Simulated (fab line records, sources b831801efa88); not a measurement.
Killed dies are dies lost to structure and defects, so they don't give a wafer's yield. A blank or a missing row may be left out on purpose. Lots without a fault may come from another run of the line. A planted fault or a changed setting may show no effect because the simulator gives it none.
fab line records | flow sky130
record lots=5 wafers=15 last_day=49
route steps=708 shown VIA2@527 METAL3@532 CAPM@537 PAD_OPEN@708
lots that met no fault: from a run of the same line without faults
start_h: hours from the record's first day to the start of the lot's first wafer shown | wait_h: hours since the lot's step before | " the same as in the row above | L1.1+2: a row that stands for several wafers | - no value, or no start given | * or withheld: withheld | < > ~ a bound
route shown NAME@n: a module of which the file shows steps, and the number in the route of the first | usual: mean/standard deviation of fault-free wafers | same: alike in all rows | chamber/n: place in a boat | sites: the reading at each site | _std_site: their standard deviation | _edge_site: outer sites' mean less inner sites' | radius_mm: how far each site lies from the wafer's centre | mask NAME#n: copy n | behind: the tool/chamber that last shaped the wafer | hold: why the lot was held/for how many hours/how that ended | device: the transistor (n, p or np) that didn't switch | end of line: the same wafers' tests at the end of the route | a step without rows: its recipe alone | killed: dies lost to structure and defects at the first sort, not the wafer's yield | map: a wafer's dies, x killed, . not, _ none there
set.NAME: the setting as run; set.NAME@STEP: as run at that earlier step | model.NAME: the simulator's own value behind a step, which no gauge read
lots at some steps of the route; a table a step, a row a wafer
services: from which hour (start_h, from the record's first day; less than 0 if before it) a tool's chamber was out of use, for how many hours, and why
## steps
# step SKY_VIA2_SPUTTER_20
# recipe material=TiN target_thk_nm=20 chamber_pressure_pa=5 power_w=4000 time_s=80
# step SKY_VIA2_CVD_21
# recipe material=W target_thk_nm=420 time_s=126.4 temp_c=400 pressure_torr=40
# usual heater_power_w=785/57
# same time_s=126.4
# columns lot.wafer tool chamber start_h wait_h heater_power_w since_wet_clean_h
L134.1 cvd_w-02 1 880.28 0.0 732 976
L134.4 " 1 " " 752 -
L134.6 " 0 " " 814 -
L136.1 cvd_w-01 0 910.46 0.0 748 506
L136.2 " 1 " " 846 506
L136.3 " 0 " " 741 -
L138.1 cvd_w-01 1 923.57 0.0 864 520
L138.3 " 1 " " 876 -
L138.6 " 1 " " 850 -
L140.1 cvd_w-01 1 928.19 0.0 849 524
L140.2 " 0 " " 725 524
L140.6 " 1 " " 834 -
L148.1 cvd_w-01 1 979.52 0.0 853 576
L148.3 " 0 " " 754 -
L148.5 " 0 " " 748 -
# step SKY_VIA2_RS_MEAS_22
# recipe thk_meas_gauge=four-point-probe reads=W_of_VIA2_CVD_21+TiN_of_VIA2_SPUTTER_20
# usual VIA2_W_RS=0.2759/0.0027
# columns lot.wafer tool chamber start_h wait_h VIA2_W_RS[ohm/sq]
L134.1 film_metro-01 - 880.41 0.1 0.2769
L134.4 " - " " 0.2841
L134.6 " - " " 0.2780
L136.1 film_metro-02 - 910.59 0.1 0.2795
L136.2 " - " " 0.2758
L136.3 " - " " 0.2766
L138.1 film_metro-01 - 923.70 0.1 0.2790
L138.3 " - " " 0.2739
L138.6 " - " " 0.2713
L140.1 film_metro-01 - 928.32 0.1 0.2769
L140.2 " - " " 0.2745
L140.6 " - " " 0.2758
L148.1 film_metro-04 - 979.65 0.1 0.2761
L148.3 " - " " 0.2798
L148.5 " - " " 0.2791
# step SKY_VIA2_THK_MEAS_23
# recipe thk_meas_gauge=xrf reads=W_of_VIA2_CVD_21
# usual VIA2_W_THK=418/10
# columns lot.wafer tool chamber start_h wait_h VIA2_W_THK[nm]
L134.1 film_metro-01 - 880.53 0.1 427
L134.4 " - " " 414
L134.6 " - " " 422
L136.1 film_metro-02 - 910.71 0.1 412
L136.2 " - " " 419
L136.3 " - " " 418
L138.1 film_metro-01 - 923.82 0.1 426
L138.3 " - " " 435
L138.6 " - " " 442
L140.1 film_metro-01 - 928.44 0.1 432
L140.2 " - " " 436
L140.6 " - " " 432
L148.1 film_metro-04 - 979.77 0.1 411
L148.3 " - " " 409
L148.5 " - " " 408
# step SKY_VIA2_CMP_24
# recipe stop_on=SiO2 t_overpolish_s=20 down_force_psi=3.5 platen_rpm=60 target_thk_nm=0 pad_velocity_m_s=0.94248
# usual motor_current_A=10.4/1 overpolish_run_s=19.998/0.0095 retaining_ring_pressure_frac=1.000/0.0048 slurry_flow_ml_min=150.0/0.43 time_to_endpoint_s=100/3
# columns lot.wafer tool chamber start_h wait_h motor_current_A overpolish_run_s retaining_ring_pressure_frac slurry_flow_ml_min time_to_endpoint_s
L134.4 cmp-02 3 880.59 0.0 9.7 20.011 1.004 150.3 95
L134.1 " 2 " " 8.4 19.992 1.002 149.8 98
L134.6 " 0 " " 11.8 19.996 0.997 150.4 101
L136.3 cmp-02 2 910.77 0.0 9.0 19.997 0.996 150.5 97
L136.1 " 3 " " 9.8 19.990 1.001 149.9 98
L136.2 " 1 " " 11.4 19.999 0.999 150.0 101
L138.3 cmp-02 2 923.93 0.1 8.4 19.987 0.999 150.0 96
L138.1 " 3 " " 9.9 20.001 0.998 149.1 97
L138.6 " 2 " " 8.7 19.995 1.017 150.6 96
L140.2 cmp-02 0 928.50 0.0 11.9 19.972 1.000 150.1 104
L140.1 " 2 " " 9.0 19.992 1.001 150.0 93
L140.6 " 0 " " 11.6 19.997 1.001 149.9 101
L148.3 cmp-01 1 979.88 0.1 10.5 19.988 1.006 149.6 95
L148.1 " 2 " " 9.6 20.008 0.997 149.6 98
L148.5 " 1 " " 11.5 20.000 1.006 149.8 96
# step SKY_METAL3_SPUTTER_00
# recipe material=Ti target_thk_nm=15 power_w=3000 time_s=10 chamber_pressure_pa=0.4
# step SKY_METAL3_SPUTTER_01
# recipe material=TiN target_thk_nm=20 power_w=6500 time_s=16.7 chamber_pressure_pa=0.4
# step SKY_METAL3_SPUTTER_02
# recipe material=AlCu target_thk_nm=735 power_w=10600 time_s=39.1 chamber_pressure_pa=0.4
# usual throttle_valve_pct=29.7/0.86
# same time_s=39.1
# columns lot.wafer tool chamber start_h wait_h throttle_valve_pct
L134.1 pvd_sputter-01 - 880.94 0.0 30.9
L134.4 " - " " 30.6
L134.6 " - " " 30.7
L136.1 pvd_sputter-03 - 911.12 0.0 30.0
L136.2 " - " " 28.9
L136.3 " - " " 29.3
L138.1 pvd_sputter-03 - 924.23 0.0 29.1
L138.3 " - " " 29.6
L138.6 " - " " 29.5
L140.1 pvd_sputter-01 - 928.85 0.0 31.5
L140.2 " - " " 29.7
L140.6 " - " " 29.9
L148.1 pvd_sputter-04 - 980.18 0.0 27.5
L148.3 " - " " 28.3
L148.5 " - " " 28.3
# step SKY_METAL3_SPUTTER_03
# recipe material=Ti target_thk_nm=5 power_w=3000 time_s=3.3 chamber_pressure_pa=0.4
# step SKY_METAL3_SPUTTER_04
# recipe material=TiN target_thk_nm=70 power_w=6500 time_s=58.3 chamber_pressure_pa=0.4
# usual throttle_valve_pct=29.7/0.86
# same time_s=58.3
# columns lot.wafer tool chamber start_h wait_h throttle_valve_pct
L134.1 pvd_sputter-01 - 880.99 0.0 30.8
L134.4 " - " " 30.7
L134.6 " - " " 30.9
L136.1 pvd_sputter-03 - 911.18 0.0 29.8
L136.2 " - " " 29.0
L136.3 " - " " 29.5
L138.1 pvd_sputter-03 - 924.29 0.0 29.6
L138.3 " - " " 29.7
L138.6 " - " " 29.6
L140.1 pvd_sputter-01 - 928.91 0.0 31.3
L140.2 " - " " 29.7
L140.6 " - " " 29.8
L148.1 pvd_sputter-04 - 980.23 0.0 27.6
L148.3 " - " " 28.6
L148.5 " - " " 28.2
# step SKY_CAPM_CVD_00
# recipe material=SiO2 target_thk_nm=15.5 temp_c=400 time_s=withheld rf_w=450
# step SKY_CAPM_THK_MEAS_01
# recipe reads=SiO2_of_CAPM_CVD_00
# usual CAPM_CVD_00_THK=15.47/0.2
# columns lot.wafer tool chamber start_h wait_h CAPM_CVD_00_THK[nm]
L134.1 film_metro-04 - 881.06 - 15.45
L134.4 " - " " 15.91
L134.6 " - " " 15.87
L136.1 film_metro-01 - 911.25 - 15.60
L136.2 " - " " 15.69
L136.3 " - " " 15.49
L138.1 film_metro-04 - 924.36 - 15.23
L138.3 " - " " 15.01
L138.6 " - " " 15.41
L140.1 film_metro-01 - 928.98 - 15.38
L140.2 " - " " 15.54
L140.6 " - " " 15.47
L148.1 film_metro-03 - 980.31 - 15.38
L148.3 " - " " 15.42
L148.5 " - " " 15.87
# step SKY_CAPM_SPUTTER_02
# recipe material=TiN target_thk_nm=200 temp_c=300 power_w=6500 time_s=166.7 chamber_pressure_pa=0.4
# usual throttle_valve_pct=29.7/1
# columns lot.wafer tool chamber start_h wait_h throttle_valve_pct model.TiN_of_CAPM_SPUTTER_02.thk_nm
L134.1 pvd_sputter-02 - 881.12 0.1 28.5 200.5
L134.4 " - " " 29.1 200.8
L134.6 " - " " 29.0 201.3
L136.1 pvd_sputter-01 - 911.31 0.1 31.4 204
L136.2 " - " " 30.8 203.2
L136.3 " - " " 29.6 200.6
L138.1 pvd_sputter-02 - 924.42 0.1 28.6 199
L138.3 " - " " 30.1 196.8
L138.6 " - " " 29.4 197
L140.1 pvd_sputter-04 - 929.04 0.1 28.4 200.4
L140.2 " - " " 30.1 199.2
L140.6 " - " " 28.7 198.8
L148.1 pvd_sputter-02 - 980.37 0.1 29.2 220.9
L148.3 " - " " 30.2 193.7
L148.5 " - " " 29.3 195.5
# step SKY_CAPM_RS_MEAS_03
# recipe thk_meas_gauge=four-point-probe reads=TiN_of_CAPM_SPUTTER_02
# usual CAPM_TIN_RS=6.93/0.089
# columns lot.wafer tool chamber start_h wait_h CAPM_TIN_RS[ohm/sq]
L134.1 film_metro-01 - 881.23 0.1 6.91
L134.4 " - " " 6.88
L134.6 " - " " 6.88
L136.1 film_metro-03 - 911.42 0.1 6.77
L136.2 " - " " 6.80
L136.3 " - " " 6.90
L138.1 film_metro-01 - 924.53 0.1 6.96
L138.3 " - " " 7.03
L138.6 " - " " 7.04
L140.1 film_metro-01 - 929.15 0.1 6.90
L140.2 " - " " 6.95
L140.6 " - " " 6.97
L148.1 film_metro-01 - 980.47 0.1 6.26
L148.3 " - " " 7.15
L148.5 " - " " 7.09
# step SKY_CAPM_THK_MEAS_04
# recipe thk_meas_gauge=xrf reads=TiN_of_CAPM_SPUTTER_02
# usual CAPM_TIN_THK=201.8/2.7
# columns lot.wafer tool chamber start_h wait_h CAPM_TIN_THK[nm]
L134.1 film_metro-01 - 881.35 0.1 203.5
L134.4 " - " " 204.2
L134.6 " - " " 205.1
L136.1 film_metro-03 - 911.54 0.1 205.0
L136.2 " - " " 204.9
L136.3 " - " " 201.6
L138.1 film_metro-01 - 924.65 0.1 201.8
L138.3 " - " " 200.8
L138.6 " - " " 200.1
L140.1 film_metro-01 - 929.27 0.1 203.6
L140.2 " - " " 202.0
L140.6 " - " " 201.9
L148.1 film_metro-01 - 980.59 0.1 224.8
L148.3 " - " " 196.3
L148.5 " - " " 198.7
# step SKY_CAPM_DEHYDRATE_05
# recipe temp_c=200 time_s=60
# step SKY_CAPM_HMDS_06
# recipe prime_time_s=60 prime_temp_c=120
# step SKY_CAPM_COAT_07
# recipe resist=NOVOLAK spin_rpm=3000 resist_thk_nm=1140
# step SKY_CAPM_SOFTBAKE_08
# recipe temp_c=90 time_s=60 resist=NOVOLAK
# step SKY_CAPM_EXPOSE_09
# recipe mask_id=CAPM na=0.6 source_shape=conventional sigma_outer=0.6 polarization=unpolarized target_cd_nm=1000 dose_mj=159
# step SKY_CAPM_PEB_10
# recipe temp_c=withheld time_s=* resist=NOVOLAK
# step SKY_CAPM_DEVELOP_11
# recipe resist=NOVOLAK developer=TMAH develop_time_s=60 dev_temp_c=23
# step SKY_CAPM_OVL_MEAS_12
# usual CAPM_OVL=-0.7/1.5
# columns lot.wafer tool chamber start_h wait_h CAPM_OVL[nm]
L134.1 overlay-02 - 906.76 0.1 2.6
L134.4 " - " " 2.1
L134.6 " - " " 1.3
L136.1 overlay-02 - 935.45 0.1 -1.8
L136.2 " - " " -2.2
L136.3 " - " " -1.9
L138.1 overlay-02 - 949.26 0.1 -1.3
L138.3 " - " " -0.6
L138.6 " - " " -1.5
L140.1 overlay-01 - 952.47 0.1 -1.9
L140.2 " - " " -2.5
L140.6 " - " " -1.8
L148.1 overlay-02 - 1004.10 0.1 -3.3
L148.3 " - " " -3.3
L148.5 " - " " -3.0
# step SKY_CAPM_METAL_ETCH_13
# recipe target_depth_nm=220 stop_on=SiO2 chemistry=Cl2/BCl3 target=TiN pressure_mtorr=10 icp_w=900 bias_w=48.5 Cl2_flow_sccm=60 bcl3_flow_sccm=30 time_s=62.9
# usual drypump_motor_current_A=5.4/0.65 oes_product_au=0.940/0.0085 throttle_valve_pct=21.902/0.0092
# same time_s=62.9
# columns lot.wafer tool chamber start_h wait_h drypump_motor_current_A oes_product_au rf_hours_counter_h throttle_valve_pct
L134.1 rie_metal-02 0 906.80 0.0 5.0 0.943 7 21.909
L134.4 " 1 " " 6.5 0.944 - 21.905
L134.6 " 0 " " 5.0 0.945 - 21.902
L136.1 rie_metal-03 0 935.49 0.0 5.2 0.956 18 21.899
L136.2 " 1 " " 4.7 0.950 9 21.904
L136.3 " 1 " " 4.7 0.940 - 21.900
L138.1 rie_metal-04 1 949.30 0.0 5.1 0.947 10 21.908
L138.3 " 0 " " 6.3 0.931 - 21.908
L138.6 " 1 " " 5.1 0.940 - 21.911
L140.1 rie_metal-03 0 952.51 0.0 5.3 0.944 19 21.903
L140.2 " 1 " " 4.7 0.936 9 21.905
L140.6 " 1 " " 4.7 0.930 - 21.893
L148.1 rie_metal-03 1 1004.14 0.0 4.6 0.982 12 21.883
L148.3 " 1 " " 4.7 0.933 - 21.922
L148.5 " 1 " " 4.7 0.925 - 21.901
# step SKY_CAPM_STRIP_14
# recipe chemistry=O2/N2 power_w=1400 pressure_mtorr=1500 platen_temp_c=withheld o2_flow_sccm=3000 n2_flow_sccm=300 overash_fraction=0.5
# step SKY_CAPM_STRIP_15
# recipe chemistry=post_etch_residue_remover time_s=1200 temp_c=72.5
# step SKY_CAPM_CLEAN_16
# recipe chemistry=IPA time_s=180 temp_c=25
# step SKY_CAPM_CLEAN_17
# recipe chemistry=O3/DIW dry=n2_spin
# step SKY_METAL3_DEHYDRATE_05
# recipe temp_c=200 time_s=60
# step SKY_METAL3_HMDS_06
# recipe prime_time_s=60 prime_temp_c=120
# step SKY_METAL3_COAT_07
# recipe resist=BARC temp_c=withheld time_s=withheld spin_rpm=3000 resist_thk_nm=60
# step SKY_METAL3_COAT_08
# recipe resist=KrF-thick spin_rpm=3000 resist_thk_nm=1140
# step SKY_METAL3_SOFTBAKE_09
# recipe temp_c=100 time_s=90 resist=KrF-thick
# step SKY_METAL3_EXPOSE_10
# recipe mask_id=MM3 na=0.68 source_shape=annular sigma_inner=0.4 sigma_outer=0.8 target_cd_nm=300 dose_mj=28
# step SKY_METAL3_PEB_11
# recipe peb_temp_c=withheld peb_time_s=withheld resist=KrF-thick
# step SKY_METAL3_DEVELOP_12
# recipe develop_time_s=60 resist=KrF-thick dev_temp_c=21
# step SKY_METAL3_CD_MEAS_13
# recipe target_cd_nm=300
# usual cd_nm=299.5/1.8
# columns lot.wafer tool chamber start_h wait_h cd_nm
L134.1 cd_sem-02 - 932.36 - 300.7
L134.4 " - " " 301.0
L134.6 " - " " 301.3
L136.1 cd_sem-02 - 960.81 - 297.0
L136.2 " - " " 298.0
L136.3 " - " " 297.6
L138.1 cd_sem-01 - 973.71 - 300.8
L138.3 " - " " 298.7
L138.6 " - " " 300.2
L140.1 cd_sem-02 - 977.26 - 299.6
L140.2 " - " " 300.2
L140.6 " - " " 301.8
L148.1 cd_sem-02 - 1027.46 - 299.6
L148.3 " - " " 301.4
L148.5 " - " " 300.7
# step SKY_METAL3_OVL_MEAS_14
# usual METAL3_OVL=0/5.7
# columns lot.wafer tool chamber start_h wait_h METAL3_OVL[nm]
L134.1 overlay-02 - 932.48 0.1 -5
L134.4 " - " " 0
L134.6 " - " " -3
L136.1 overlay-01 - 960.93 0.1 0
L136.2 " - " " 1
L136.3 " - " " 4
L138.1 overlay-01 - 973.83 0.1 2
L138.3 " - " " 7
L138.6 " - " " 6
L140.1 overlay-02 - 977.38 0.1 -2
L140.2 " - " " 8
L140.6 " - " " 10
L148.1 overlay-01 - 1027.58 0.1 2
L148.3 " - " " -1
L148.5 " - " " -3
# step SKY_METAL3_DESCUM_15
# recipe chemistry=O2 source_power_w=150 bias_power_w=0 pressure_mtorr=10 temp_c=40 time_s=8
# usual drypump_motor_current_A=5.2/0.55 oes_product_au=0.994/0.0073
# same time_s=8
# columns lot.wafer tool chamber start_h wait_h drypump_motor_current_A oes_product_au rf_hours_counter_h
L134.1 rie_metal-03 1 932.52 0.0 4.7 0.988 8
L134.4 " 1 " " 4.7 0.989 -
L134.6 " 1 " " 4.7 0.997 -
L136.1 rie_metal-02 0 960.97 0.0 5.0 0.999 11
L136.2 " 1 " " 6.4 0.999 0
L136.3 " 0 " " 5.0 1.010 -
L138.1 rie_metal-02 0 973.86 0.0 5.1 0.992 11
L138.3 " 1 " " 6.5 0.993 -
L138.6 " 1 " " 6.4 0.995 -
L140.1 rie_metal-01 1 977.41 0.0 5.4 1.003 8
L140.2 " 0 " " 5.2 0.997 14
L140.6 " 1 " " 5.4 0.992 -
L148.1 rie_metal-02 0 1027.62 0.0 5.0 0.991 14
L148.3 " 1 " " 6.5 0.996 -
L148.5 " 0 " " 5.0 0.990 -
# step SKY_METAL3_ETCH_16
# recipe chemistry=N2/H2 target=BARC ion_energy_ev=200 bias_w=100 pressure_mtorr=30 n2_flow_sccm=100 h2_flow_sccm=200 icp_w=500 stop_on=SiO2 time_s=88.2 target_depth_a=600
# step SKY_METAL3_ETCH_17
# recipe target=SiO2 stop_on=TiN chemistry=C4F8/O2/Ar source_w=1500 bias_w=1200 pressure_mtorr=40 c4f8_flow_sccm=withheld O2_flow_sccm=6 Ar_flow_sccm=300 time_s=3.9 target_depth_a=150
# step SKY_METAL3_METAL_ETCH_18
# recipe target_depth_a=8450 stop_on=SiO2 over_etch_frac=0.3 time_s=183.1 chemistry=Cl2/BCl3 resist_sidewall_deg=88 pressure_mtorr=10 icp_w=900 bias_w=48.5 Cl2_flow_sccm=60 bcl3_flow_sccm=30
# step SKY_METAL3_STRIP_20
# recipe chemistry=post_etch_residue_remover time_s=1200 temp_c=72.5
# same time_s=1200
# columns lot.wafer tool chamber start_h wait_h model.TiN_of_CAPM_SPUTTER_02.thk_nm
L134.1 wet_bench-03 3 932.95 0.1 199.7
L134.4 " 3 " " 200
L134.6 " 3 " " 200.5
L136.1 wet_bench-04 0 961.40 0.1 203.1
L136.2 " 0 " " 202.3
L136.3 " 0 " " 199.8
L138.1 wet_bench-03 0 974.29 0.1 198.2
L138.3 " 0 " " 196
L138.6 " 0 " " 196.2
L140.1 wet_bench-04 0 977.84 0.1 199.6
L140.2 " 0 " " 198.4
L140.6 " 0 " " 198
L148.1 wet_bench-04 3 1028.10 0.1 220.1
L148.3 " 3 " " 192.9
L148.5 " 3 " " 194.7
# step SKY_PAD_OPEN_PROBE_99
# usual defect_limited_yield=82.6/1.8 killed_at_M0_to_M3=43/6.6 killed_at_M4_up=2.9/1.6 killed_at_contacts=24/4.9 killed_at_front_end=15/4.5 killed_at_other=0.2/0.45 killed_dies=86/8.8 killed_open=48/6.4 killed_short=38/5.6
# same gross_dies=492 killed_at_back_side=0
# columns lot.wafer tool chamber start_h wait_h defect_limited_yield[%] killed_at_M0_to_M3 killed_at_M4_up killed_at_contacts killed_at_front_end killed_at_other killed_dies killed_open killed_short model.etest.met3.line_ohm_um model.etest.via3_chain.rc_ohm model.etest.tester.sort_n_pass model.etest.met3.rs_ohm_sq model.etest.tester.sort_yield_pct model.etest.met3.rs_ohm_sq_rim_less_centre model.etest.tester.sort_bin_4_pct model.etest.tester.sort_bin_3_pct
L134.1 prober-02 - 1102.94 0.1 86.0 38 4 12 15 0 69 36 33 0.1408 9.408 423 0.04269 85.98 3.908e-06 0 0.813
L134.4 prober-02 - 1103.09 0.2 83.9 39 4 18 17 1 79 41 38 0.1425 9.259 413 0.04293 83.94 -0.0007247 0 0.4065
L134.6 prober-02 - 1103.19 0.2 86.2 26 4 26 12 0 68 43 25 0.1427 9.827 424 0.04323 86.18 0.0001185 0 0.813
L136.1 prober-01 - 1126.24 0.1 83.9 42 3 17 17 0 79 46 33 0.1471 8.889 413 0.04323 83.94 -0.000145 0 1.22
L136.2 prober-01 - 1126.29 0.1 85.0 37 6 21 10 0 74 38 36 0.1442 10.2 418 0.04272 84.96 -0.000416 0 0.813
L136.3 prober-01 - 1126.34 0.2 80.5 50 3 25 18 0 96 58 38 0.1411 9.258 396 0.04255 80.49 -0.0007726 0 1.22
L138.1 prober-01 - 1136.93 0.1 79.3 49 2 33 18 0 102 51 51 0.1404 9.387 390 0.04202 79.27 0.0003308 0 1.626
L138.3 prober-01 - 1137.03 0.2 81.5 39 2 34 15 1 91 59 32 0.1416 9.672 401 0.04296 81.5 0.0009512 0 0.6098
L138.6 prober-01 - 1137.18 0.2 81.1 53 3 26 11 0 93 45 48 0.1409 10.65 399 0.04246 81.1 8.982e-05 0 1.423
L140.1 prober-01 - 1141.29 0.1 81.9 43 2 23 21 0 89 50 39 0.1439 9.62 403 0.04237 81.91 0.0006563 0 0.6098
L140.2 prober-01 - 1141.34 0.1 81.5 49 3 21 18 0 91 52 39 0.1451 9.97 401 0.04283 81.5 -0.0002348 0 0.813
L140.6 prober-01 - 1141.54 0.2 85.6 37 0 20 13 1 71 39 32 0.1443 10.3 421 0.0427 85.57 -0.0002579 0 0.6098
L148.1 prober-01 - 1178.68 0.1 58.1 41 5 28 15 117 206 49 41 817 603.7 0 241.2 0 67.13 58.13 24.19
L148.3 prober-01 - 1178.78 0.2 85.4 35 2 24 11 0 72 35 37 0.1463 9.897 420 0.04364 85.37 0.0003344 0 1.016
L148.5 prober-01 - 1178.88 0.2 81.1 49 0 23 21 0 93 54 39 0.144 10.11 399 0.04301 81.1 -3.213e-05 0 0.6098
# killed by level:class
L134.1 VIA1:geometric_particle:open=8 FIELD_ISO:geometric_particle:open=5 CONTACT:geometric_particle:open=5 CONTACT:geometric_particle:short=4 METAL1:geometric_particle:short=4 METAL2:geometric_particle:short=4 VIA2:geometric_particle:short=4 METAL3:geometric_particle:short=4
L134.4 VIA2:geometric_particle:open=11 VIA1:geometric_particle:open=9 POLY_GATE:geometric_particle:short=6 CONTACT:geometric_particle:open=6 LOCAL_INTERCONNECT:geometric_particle:short=4 VIA3:geometric_particle:open=4 FIELD_ISO:geometric_particle:short=3 SPACER:geometric_particle:short=3
L134.6 LI_CONTACT:geometric_particle:open=10 CONTACT:geometric_particle:open=10 VIA3:geometric_particle:open=7 POLY_GATE:geometric_particle:open=5 VIA1:geometric_particle:open=5 VIA3:geometric_particle:short=3 LOCAL_INTERCONNECT:geometric_particle:short=3 CONTACT:geometric_particle:short=3
L136.1 LI_CONTACT:geometric_particle:open=10 VIA1:geometric_particle:open=7 VIA2:geometric_particle:open=7 VIA3:geometric_particle:open=6 POLY_GATE:geometric_particle:short=5 VIA2:geometric_particle:short=5 FIELD_ISO:geometric_particle:open=4 METAL1:geometric_particle:short=4
L136.2 CONTACT:geometric_particle:open=9 LI_CONTACT:geometric_particle:open=6 METAL1:geometric_particle:short=6 METAL4:geometric_particle:short=6 VIA1:geometric_particle:open=6 VIA2:geometric_particle:open=6 METAL2:geometric_particle:short=4 LI_CONTACT:geometric_particle:short=3
L136.3 LI_CONTACT:geometric_particle:open=13 CONTACT:geometric_particle:open=10 VIA1:geometric_particle:open=10 METAL1:geometric_particle:short=8 VIA2:geometric_particle:open=7 METAL2:geometric_particle:short=7 FIELD_ISO:geometric_particle:open=6 FIELD_ISO:geometric_particle:short=5
L138.1 CONTACT:geometric_particle:open=14 VIA3:geometric_particle:open=10 FIELD_ISO:geometric_particle:short=8 METAL1:geometric_particle:short=8 LI_CONTACT:geometric_particle:open=7 VIA1:geometric_particle:open=7 VIA2:geometric_particle:open=5 CONTACT:geometric_particle:short=5
L138.3 LI_CONTACT:geometric_particle:open=12 VIA1:geometric_particle:open=12 CONTACT:geometric_particle:open=9 VIA3:geometric_particle:open=9 FIELD_ISO:geometric_particle:open=6 CONTACT:geometric_particle:short=6 FIELD_ISO:geometric_particle:short=5 LI_CONTACT:geometric_particle:short=4
L138.6 VIA1:geometric_particle:open=11 VIA3:geometric_particle:open=8 METAL3:geometric_particle:short=7 LI_CONTACT:geometric_particle:open=7 METAL1:geometric_particle:short=7 CONTACT:geometric_particle:open=7 CONTACT:geometric_particle:short=5 FIELD_ISO:geometric_particle:short=4
L140.1 VIA1:geometric_particle:open=11 VIA3:geometric_particle:open=9 LI_CONTACT:geometric_particle:open=8 CONTACT:geometric_particle:open=8 METAL1:geometric_particle:short=7 FIELD_ISO:geometric_particle:open=5 FIELD_ISO:geometric_particle:short=5 LOCAL_INTERCONNECT:geometric_particle:short=4
L140.2 VIA1:geometric_particle:open=14 CONTACT:geometric_particle:open=8 VIA3:geometric_particle:open=7 POLY_GATE:geometric_particle:open=7 CONTACT:geometric_particle:short=7 METAL1:geometric_particle:short=6 FIELD_ISO:geometric_particle:short=6 VIA2:geometric_particle:open=6
L140.6 VIA1:geometric_particle:open=15 CONTACT:geometric_particle:open=6 LI_CONTACT:geometric_particle:open=5 CONTACT:geometric_particle:short=5 VIA1:geometric_particle:short=5 VIA3:geometric_particle:open=5 POLY_GATE:geometric_particle:short=3 SPACER:geometric_particle:short=3
L148.1 CAPM:area_etch=116 CONTACT:geometric_particle:open=11 LI_CONTACT:geometric_particle:open=7 VIA1:geometric_particle:short=7 METAL2:geometric_particle:short=7 VIA1:geometric_particle:open=6 VIA3:geometric_particle:open=6 POLY_GATE:geometric_particle:open=5
L148.3 LI_CONTACT:geometric_particle:open=9 VIA1:geometric_particle:open=7 VIA1:geometric_particle:short=6 CONTACT:geometric_particle:short=5 METAL3:geometric_particle:short=5 POLY_GATE:geometric_particle:short=4 CONTACT:geometric_particle:open=4 POLY_GATE:geometric_particle:open=3
L148.5 VIA1:geometric_particle:open=17 VIA3:geometric_particle:open=11 CONTACT:geometric_particle:open=7 POLY_GATE:geometric_particle:short=5 POLY_GATE:geometric_particle:open=5 VIA1:geometric_particle:short=5 CONTACT:geometric_particle:short=5 FIELD_ISO:geometric_particle:open=4
# map L148.1 (x killed, . not)
__________.....x...x_________
________.....xx....xxx_______
______.x...x..xxx.xxxx.x_____
_____..xxxx.x.xx..xxx.x.x____
____x.......xxxx.xxxxxxxx.___
___........x.xx....xxxxxxx.__
__..x.....xx.xxxx.xx.x..xxxx_
_.....x..x.x..x.xxx.xxxxx...x
_x.........xxxxxxxxxx..xxxxxx
_.....x.....x..xx..xxxxxxxx.x
_..x...x.x...xx.x.xx...xx.xxx
_.x.....xxx.xxxxxx.x..x.xxxx.
_.x........xx.x.x.xxxxx.x.x..
_.xxx..xxx..xx.....xx.x.x..xx
_x.....x....x.x.x......xx.x..
__.......xx...x.x.xxxx.x.x.._
___..xxx.....x..xxxx....x..__
____............xx.x..x...___
_____x.....x..xx...x.x.x.____
______......x.....x..x.._____
________..........x..._______
__________.........._________
# map L138.1 (x killed, . not)
__________..x.....x._________
________xx....xxxx...._______
______..x...xx.x..xx...._____
_____..x.xx..x......x.x..____
____.xx....x..xxxx.......x___
___x..x...................x__
__...x...x.......x..x.....x._
_x....................x......
_..x...........x...x......x..
_........x............x.x....
_......x..x..x..x.....x......
_......x......x...x....x.....
_x..x....x....x...x...xx..xx.
_....x......x.....x........xx
_......x.x...............x...
__x......x...........x......_
___.x....xx........x.xx..x.__
____.x.....x.x.x..x....xx.___
_____x.x..x......x.......____
______x....x.x.....xx..._____
________..x.x...xx...._______
__________........x._________
## services
# columns tool chamber start_h hours kind
cvd_w-02 - 884.86 0.3 repair
rie_metal-01 1 886.97 13.6 repair
cvd_w-02 0 887.51 11.7 repair
cvd_w-02 - 904.00 14.0 pm
cmp-02 - 912.13 4.0 pm
pvd_sputter-04 - 914.20 7.8 repair
pvd_sputter-03 - 914.28 8.7 repair
cmp-02 - 916.07 0.6 repair
cmp-02 - 916.13 - consumable_replace:conditioner
cmp-02 - 916.13 - consumable_replace:pad
pvd_sputter-01 - 916.24 2.6 repair
rie_metal-03 0 921.73 4.9 repair
rie_metal-03 0 927.25 2.4 repair
rie_metal-02 1 927.32 - clean
rie_metal-04 - 929.45 5.5 repair
pvd_sputter-03 - 955.17 2.2 repair
pvd_sputter-04 - 970.04 1.4 repair
pvd_sputter-02 - 972.47 2.1 repair
pvd_sputter-04 - 985.09 1.1 repair
pvd_sputter-04 - 989.58 3.3 repair
cmp-01 - 990.86 14.6 pm
pvd_sputter-01 - 994.09 2.0 repair
cmp-02 - 997.62 0.3 repair
cmp-01 - 1006.59 10.6 repair
## key
first_sign step=SKY_CAPM_RS_MEAS_03 reading=CAPM_TIN_RS direction=down sigmas=7.5 usual=6.93 struck=6.26
effect step=SKY_CAPM_THK_MEAS_04 reading=CAPM_TIN_THK direction=up sigmas=8.7 usual=201.8 struck=224.8
effect step=SKY_CAPM_METAL_ETCH_13 reading=oes_product_au direction=up sigmas=4.9 usual=0.940 struck=0.982
effect step=SKY_PAD_OPEN_PROBE_99 reading=killed_at_other direction=up sigmas=99+ usual=0.2 struck=117
model_effect step=SKY_CAPM_SPUTTER_02 value=TiN_of_CAPM_SPUTTER_02.thk_nm without=195.6 struck=220.9
model_effect step=SKY_METAL3_STRIP_20 value=TiN_of_CAPM_SPUTTER_02.thk_nm without=194.8 struck=220.1
model_effect step=SKY_PAD_OPEN_PROBE_99 value=etest.met3.line_ohm_um without=0.1436 struck=817
more_kills_born_at SKY_CAPM_METAL_ETCH_13@rie_metal-03=116
met_at SKY_CAPM_SPUTTER_02
struck_wafers L148.1
onset_between 924.42 980.37
fault kind=process_parameter_drift tool=pvd_sputter-02 chamber=- onset_h=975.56 steps=SKY_CAPM_SPUTTER_02 channel=time_s offset=* shape=step end_h=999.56 scope=struck_wafers_only acts_in=* stated=*
